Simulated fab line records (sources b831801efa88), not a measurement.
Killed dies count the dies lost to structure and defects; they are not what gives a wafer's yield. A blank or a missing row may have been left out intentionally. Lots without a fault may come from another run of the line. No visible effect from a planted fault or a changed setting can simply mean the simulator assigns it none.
The same fault as seen by 2 desks	flow gf180mcu	numbers are kept per desk, each desk with only its own; the story behind them comes last

METROLOGY DESK
Means of the sampled wafers that have a number, per lot and without regard to the tool the lot ran on: this is what the gauges read. Marked OUT: a lot whose mean sits more than 4 standard deviations from the usual mean, which makes it out of limits; the brackets give that distance.
Columns: A = PASSIVATION_CVD_02_THK at GF_PASSIVATION_THK_MEAS_03, usual 699 nm
lot	first seen here	A
L975	day 28 03:49	706
L977	day 28 18:25	695
L978	day 28 21:22	692
L979	day 29 05:28	701
L981	day 30 02:32	710
L982	day 30 08:10	690
L983	day 30 17:34	701
L984	day 31 00:43	704
L985	day 31 02:10	694
L988	day 31 23:49	703
L989	day 32 05:26	691
L990	day 32 15:34	692
L991	day 32 16:04	695
L992	day 32 17:35	702
This desk's verdict: no lot among the 14 shows anything out of limits.

FOR THE TOOL OWNER'S DESK: plasmaAsher-03
The tool's own readings at GF_VT_IMPLANT_STRIP_20 (strips in O2/N2): means of the sampled wafers that have a number, for each lot that ran on this tool. Marked OUT: a lot whose mean sits more than 4 standard deviations from the usual mean, which makes it out of limits; the brackets give that distance.
Columns: A = chamberPressureMTorr at GF_VT_IMPLANT_STRIP_20, usual 1500.0 mTorr; B = drypumpMotorCurrentA at GF_VT_IMPLANT_STRIP_20, usual 6.0 A; C = heaterPowerW at GF_VT_IMPLANT_STRIP_20, usual 331 W; D = o2FlowSccm at GF_VT_IMPLANT_STRIP_20, usual 2999 sccm; E = oesProductAu at GF_VT_IMPLANT_STRIP_20, usual 0.716 a.u.; F = stripTimeToEndpointS at GF_VT_IMPLANT_STRIP_20, usual 12.64 s
lot	first seen here	A	B	C	D	E	F
L977	day 6 23:12	1499.1	5.8	335	2986	0.718	12.62
L978	day 6 23:48	1500.6	6.0	328	2994	0.711	12.64
L979	day 7 05:29	1500.6	6.2	327	3017	0.716	12.57
L981	day 7 20:08	1499.1	6.2	325	2991	0.717	12.66
L982	day 8 03:00	1499.8	6.0	334	2993	0.714	12.67
L984	day 8 13:23	1499.9	6.0	334	3001	0.714	12.67
L988	day 9 15:44	1499.5	6.2	333	2989	0.717	12.63
L990	day 10 03:28	1500.5	6.2	331	2999	0.718	12.62
L991	day 10 09:35	1498.9	6.2	330	3000	0.713	12.68
L992	day 10 15:29	1500.2	6.0	332	2999	0.715	12.61
This desk's verdict: no lot among the 10 shows anything out of limits.

ALL TOGETHER
The metrology desk saw nothing out of limits.
The desk of the tool owner found nothing out of limits.

WHAT THE SIMULATOR PUT IN
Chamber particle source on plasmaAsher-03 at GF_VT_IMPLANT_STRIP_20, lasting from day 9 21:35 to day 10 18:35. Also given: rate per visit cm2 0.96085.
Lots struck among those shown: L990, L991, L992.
